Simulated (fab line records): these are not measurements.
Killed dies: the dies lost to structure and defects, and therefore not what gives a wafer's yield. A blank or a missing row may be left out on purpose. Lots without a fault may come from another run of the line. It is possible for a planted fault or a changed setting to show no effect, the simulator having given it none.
A lot that was struck, set against a sound lot	flow sky130	16 steps out of a route of 708
Sound: the wafers L828.1, L828.3, L828.6. Wafers L842.4, L842.5, L842.6 were the ones struck. The cause is named last.
At each step with rows: each side's tool, then ch and its chambers, then its first start. Under that, the readings that differ: sound wafers	struck wafers	difference of the means	sigmas: that difference in standard deviations of wafers without a fault.
alike: a reading whose means differ by less than 2 such deviations, as well as words and numbers matching on both sides. not compared: withheld readings; readings where some wafer has no value; bounds like >300 that might hide an equal value; numbers whose values overlap and for which the record gives no deviation.
Wherever a step has rows on one side only, a row that says differs or no value, or a row with sigmas, the two part there. When numbers do not overlap yet have no deviation, they are printed without sigmas and do not part them. A reading that every wafer of one side lacks parts them only if that side has two wafers or more.

first, 1 step without rows for these wafers: SKY_VT_ADJUST_LVTN_IMPLANT_19.
SKY_VT_ADJUST_LVTN_STRIP_20: strips in O2/N2.
  sound on plasma asher-01 ch 0, day 9 00:16; struck on plasma asher-01 ch 0,1, day 12 19:48
  alike: drypump motor current A, oes product au, strip time to endpoint s
  not compared: rf hours counter h
SKY_VT_ADJUST_LVTN_TW_MEAS_21:
  sound on film metro-03 at day 9 00:22; struck on film metro-04 at day 12 19:53
  alike: VT_ADJUST_LVTN_2_TW
then, 7 steps without rows for these wafers: SKY_VT_ADJUST_NCORE_DEHYDRATE_00 (time 60 s); SKY_VT_ADJUST_NCORE_HMDS_01 (prime time 60 s); SKY_VT_ADJUST_NCORE_COAT_02 (resist thk 1140 nm); SKY_VT_ADJUST_NCORE_SOFTBAKE_03 (time 60 s); SKY_VT_ADJUST_NCORE_EXPOSE_04 (exposes mask LVTN COMPLEMENT THIN, target cd 380 nm); SKY_VT_ADJUST_NCORE_PEB_05; SKY_VT_ADJUST_NCORE_DEVELOP_06 (develop time 60 s).
SKY_VT_ADJUST_NCORE_CD_MEAS_07: the cd target is 380 nm.
  sound on cd sem-01 at day 9 22:11; struck on cd sem-01 at day 13 21:00
  alike: cd nm
SKY_VT_ADJUST_NCORE_OVL_MEAS_08:
  sound on overlay-01 at day 9 22:18; struck on overlay-02 at day 13 21:05
  alike: VT_ADJUST_NCORE_OVL
SKY_VT_ADJUST_NCORE_IMPLANT_09:
  sound on implanter-03 ch 0, day 9 22:20; struck on implanter-01 ch 0, day 13 21:10
reading	sound	struck	difference	sigmas
beam energy keV	10.001 9.996 10.002	6.954 6.960 6.960	-3.042	-99 or more
model.implant.rp nm (nm)	33.29 33.29 33.29	25.43 25.43 25.43	-7.86	
model.implant.drp nm (nm)	17.11 17.11 17.11	13.27 13.27 13.27	-3.84	
  alike: dose ions cm2
SKY_VT_ADJUST_NCORE_STRIP_10: strips in O2/N2.
  sound on plasma asher-04 ch 0,1, day 9 22:29; struck on plasma asher-01 ch 0,1, day 13 21:17
  alike: drypump motor current A, oes product au, strip time to endpoint s
  not compared: rf hours counter h
SKY_VT_ADJUST_NCORE_TW_MEAS_11:
  sound on film metro-02 at day 9 22:35; struck on film metro-02 at day 13 21:23
reading	sound	struck	difference	sigmas
VT_ADJUST_NCORE_TW	217.6 217.0 217.2	200.6 199.3 199.9	-17.3	-11
then, 1 step without rows for these wafers: SKY_VT_ADJUST_HVTR_DEHYDRATE_00 (time 60 s).

WHERE THEY PART
Earliest at SKY_VT_ADJUST_NCORE_IMPLANT_09; latest, in this record, at SKY_VT_ADJUST_NCORE_TW_MEAS_11.

WHY: the cause the simulator had injected
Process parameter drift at SKY_VT_ADJUST_NCORE_IMPLANT_09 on implanter-01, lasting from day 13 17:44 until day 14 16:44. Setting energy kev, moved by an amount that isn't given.
